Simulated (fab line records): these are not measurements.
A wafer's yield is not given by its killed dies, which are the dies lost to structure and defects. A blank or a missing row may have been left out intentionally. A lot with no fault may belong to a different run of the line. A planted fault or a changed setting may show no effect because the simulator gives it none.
What tool caused it? :: flow sky130 :: 18 wafers from 6 lots sampled at 4 of the route's 708 steps

WHAT THE GAUGES SHOWED, per wafer
SKY_METAL2_RS_MEAS_05: a four-point-probe measurement.
lot: L618
measured: day 34 21:48
on: film metro-02
METAL2_ALCU_RS (ohm/sq): 0.1295 0.1267 0.1284

lot: L620
measured: day 35 06:33
on: film metro-02
METAL2_ALCU_RS (ohm/sq): 0.1280 0.1273 0.1284

lot: L622
measured: day 35 20:15
on: film metro-01
METAL2_ALCU_RS (ohm/sq): 0.1238 0.1267 0.1265

lot: L624
measured: day 36 17:05
on: film metro-01
METAL2_ALCU_RS (ohm/sq): 0.1272 0.1267 0.1278

lot: L626
measured: day 37 17:47
on: film metro-01
METAL2_ALCU_RS (ohm/sq): 0.1244 0.1257 0.1248

lot: L632
measured: day 39 01:07
on: film metro-02
METAL2_ALCU_RS (ohm/sq): 0.4046 0.4114 0.4107 0.4050 0.4113 0.4109

WHAT TOOL EACH LOT RAN ON (gives the tool, then ch and the chambers of the sampled wafers, and finally the start)
lot: L618
SKY_METAL2_SPUTTER_00: pvd sputter-01, day 34 21:38
SKY_METAL2_SPUTTER_02: pvd sputter-01, day 34 21:41
SKY_METAL2_SPUTTER_03: pvd sputter-01, day 34 21:43

lot: L620
SKY_METAL2_SPUTTER_00: pvd sputter-01, day 35 06:25
SKY_METAL2_SPUTTER_02: pvd sputter-01, day 35 06:28
SKY_METAL2_SPUTTER_03: pvd sputter-01, day 35 06:29

lot: L622
SKY_METAL2_SPUTTER_00: pvd sputter-04, day 35 20:05
SKY_METAL2_SPUTTER_02: pvd sputter-04, day 35 20:08
SKY_METAL2_SPUTTER_03: pvd sputter-04, day 35 20:10

lot: L624
SKY_METAL2_SPUTTER_00: pvd sputter-01, day 36 16:54
SKY_METAL2_SPUTTER_02: pvd sputter-01, day 36 16:57
SKY_METAL2_SPUTTER_03: pvd sputter-01, day 36 16:58

lot: L626
SKY_METAL2_SPUTTER_00: pvd sputter-04, day 37 17:38
SKY_METAL2_SPUTTER_02: pvd sputter-04, day 37 17:41
SKY_METAL2_SPUTTER_03: pvd sputter-04, day 37 17:43

lot: L632
SKY_METAL2_SPUTTER_00: pvd sputter-04, day 39 00:58
SKY_METAL2_SPUTTER_02: pvd sputter-04, day 39 01:01
SKY_METAL2_SPUTTER_03: pvd sputter-04, day 39 01:02
- SKY_METAL2_SPUTTER_00: material Ti, target thk 15 nm, time 10 s.
- SKY_METAL2_SPUTTER_02: material AlCu, target thk 250 nm, time 13.3 s.
- SKY_METAL2_SPUTTER_03: material Ti, target thk 5 nm, time 3.3 s.

THE ANSWER, worked out from the rows above alone
Rule: usual is defined by the lots themselves. Put in order of their means at a reading, lots are off if they are a third of the lots or fewer, leave a main group of 4 or more, and stand apart from it by a gap of 3 or more times the standard deviation of the main group's means; of several such gaps the widest counts. If all means in a main group match to the digits the tables above print for the reading, that group is not used. A lot without any number at a reading at which 4 lots or more have one is off too. The other lots that the step has rows for count as sound.
Off: at SKY_METAL2_RS_MEAS_05 (METAL2_ALCU_RS), L632. For the main group the mean is 0.1268 ohm/sq and the standard deviation 0.0013.
If a tool, at a process step before that reading, ran all the lots that are off and no sound lot after the first of them, it fits. Those tools and the gauges at SKY_METAL2_RS_MEAS_05 are tried in the same way. Can't be told from this: 2 tools fit, pvd sputter-04 at SKY_METAL2_SPUTTER_00 and SKY_METAL2_SPUTTER_02 and SKY_METAL2_SPUTTER_03, film metro-02 at SKY_METAL2_RS_MEAS_05.

WHAT HAD BEEN PUT IN BY THE SIMULATOR
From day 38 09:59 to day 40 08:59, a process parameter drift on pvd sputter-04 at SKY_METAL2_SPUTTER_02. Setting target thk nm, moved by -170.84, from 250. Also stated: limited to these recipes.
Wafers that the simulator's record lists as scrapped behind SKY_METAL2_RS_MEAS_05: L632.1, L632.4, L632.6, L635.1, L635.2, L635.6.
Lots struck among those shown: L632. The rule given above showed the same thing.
